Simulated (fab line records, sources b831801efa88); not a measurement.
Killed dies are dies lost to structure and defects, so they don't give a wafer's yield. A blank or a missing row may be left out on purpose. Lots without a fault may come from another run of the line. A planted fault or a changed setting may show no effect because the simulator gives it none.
A struck lot beside a sound one | flow sky130 | 35 steps out of a route of 708
Sound: wafers L381.3, L381.5, L381.6. Struck: wafers L388.1, L388.6. (L388.5 of the same lot was not struck and is left out.) The cause comes at the end.
At each step with rows: each side's tool, then ch and its chambers, then its first start. Under that, the readings that differ: sound wafers | struck wafers | difference of the means | sigmas: that difference in standard deviations of wafers without a fault.
alike: readings whose means differ by less than 2 such deviations, and words and numbers that are the same on both sides. not compared: withheld readings, readings that some wafer has no value for, bounds like >300 that may hide the same value, and numbers for which the record gives no deviation and whose values overlap.
The two part at a step that has a row with sigmas, a row that says differs or no value, or rows on one side only. Numbers that don't overlap but have no deviation are shown without sigmas and don't part them. A reading that every wafer of one side lacks parts them only if that side has two wafers or more.

first, 10 steps without rows for these wafers: SKY_VIA3_EXPOSE_09 (exposes mask VIM3, target cd 200 nm); SKY_VIA3_PEB_10; SKY_VIA3_DEVELOP_11 (develop time 60 s); SKY_VIA3_ETCH_14 (etches BARC in N2/H2, stops on SiO2, time 45.9 s, target depth 60 nm); SKY_VIA3_ETCH_15 (etches SiO2 in C4F8/O2/Ar, stops on TiN, target depth 507 nm, time 78 s); SKY_VIA3_STRIP_16 (strips in O2/N2); SKY_VIA3_STRIP_17 (strips in post etch residue remover, time 1200 s); SKY_VIA3_CLEAN_18 (cleans in IPA, time 180 s); SKY_VIA3_CLEAN_19 (cleans in O3/DIW); SKY_VIA3_SPUTTER_20 (material TiN, target thk 20 nm, time 80 s).
SKY_VIA3_CVD_21: deposits W, target thk 390 nm, time 117.31 s.
  sound on cvd_w-01 ch 0,1, day 41 00:59; struck on cvd_w-02 ch 0, day 42 12:55
  reading                      | sound             | struck      | difference | sigmas
  chamber_pressure_Torr (Torr) | 39.77 39.91 39.90 | 40.17 40.02 | +0.23      | +2
  alike: heater_power_w, susceptor_temp_C
then, 23 steps without rows for these wafers: SKY_VIA3_CMP_24 (polishes, stops on SiO2, t overpolish 20 s, target thk 0 nm); SKY_METAL4_SPUTTER_00 (material Ti, target thk 15 nm, time 10 s); SKY_METAL4_SPUTTER_01 (material TiN, target thk 20 nm, time 16.7 s); SKY_METAL4_SPUTTER_02 (material AlCu, target thk 735 nm, time 39.1 s); SKY_METAL4_SPUTTER_03 (material Ti, target thk 5 nm, time 3.3 s); SKY_METAL4_SPUTTER_04 (material TiN, target thk 70 nm, time 58.3 s); SKY_CAP2M_CVD_00 (deposits SiO2, target thk 15.5 nm); SKY_CAP2M_SPUTTER_02 (material TiN, target thk 200 nm, time 166.7 s); SKY_CAP2M_DEHYDRATE_05 (time 60 s); SKY_CAP2M_HMDS_06 (prime time 60 s); SKY_CAP2M_COAT_07 (resist thk 1140 nm); SKY_CAP2M_SOFTBAKE_08 (time 60 s); SKY_CAP2M_EXPOSE_09 (exposes mask CAP2M, target cd 1000 nm); SKY_CAP2M_PEB_10; SKY_CAP2M_DEVELOP_11 (develop time 60 s); SKY_CAP2M_METAL_ETCH_13 (etches TiN in Cl2/BCl3, stops on SiO2, target depth 220 nm, time 62.9 s); SKY_CAP2M_STRIP_14 (strips in O2/N2); SKY_CAP2M_STRIP_15 (strips in post etch residue remover, time 1200 s); SKY_CAP2M_CLEAN_16 (cleans in IPA, time 180 s); SKY_CAP2M_CLEAN_17 (cleans in O3/DIW); SKY_METAL4_DEHYDRATE_05 (time 60 s); SKY_METAL4_HMDS_06 (prime time 60 s); SKY_METAL4_COAT_07 (resist thk 60 nm).
-- the record jumps here: 6 days lie between the struck wafers' starts before and after (it left off in module METAL4 and takes up again in module PAD_OPEN, whose first step shown is number 708 of the route) --
SKY_PAD_OPEN_PROBE_99:
  sound on prober-01, day 46 21:28; struck on prober-02, day 48 02:48
  reading                               | sound             | struck      | difference | sigmas
  defect_limited_yield (%)              | 85.2 85.2 80.7    | 71.1 72.8   | -11.8      | -6
  killed_at_M0_to_M3                    | 42 40 48          | 97 92       | +51        | +6
  killed_dies                           | 73 73 95          | 142 134     | +58        | +6
  sort_bin_3_pad_short (%)              | 1.2 0.8 0.4       | 3.3 3.9     | +2.8       | +7
  sort_bin_5_function (%)               | 8.7 8.1 12.2      | 16.9 17.5   | +7.5       | +5
  sort_n_pass                           | 419 419 397       | 350 358     | -58        | -6
  sort_yield_pct (%)                    | 85.2 85.2 80.7    | 71.1 72.8   | -11.8      | -6
  model.etest.tester.sort_n_pass        | 419 419 397       | 350 358     | -58        |
  model.etest.tester.sort_yield_pct (%) | 85.16 85.16 80.69 | 71.14 72.76 | -11.72     |
  model.etest.tester.sort_bin_5_pct (%) | 8.74 8.13 12.2    | 16.87 17.48 | +7.49      |
  model.etest.tester.sort_bin_3_pct (%) | 1.22 0.813 0.4065 | 3.252 3.862 | +2.744     |
  alike: killed_at_M4_up, killed_at_contacts, killed_at_front_end, killed_at_other, killed_open, killed_short, sort_bin_6_memory

WHERE THEY PART
First at SKY_VIA3_CVD_21; last, within this record, at SKY_PAD_OPEN_PROBE_99.

WHY: what the simulator had put in
Chamber particle source: cvd_w-02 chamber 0, from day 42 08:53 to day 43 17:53, at SKY_VIA3_CVD_21. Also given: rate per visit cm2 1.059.
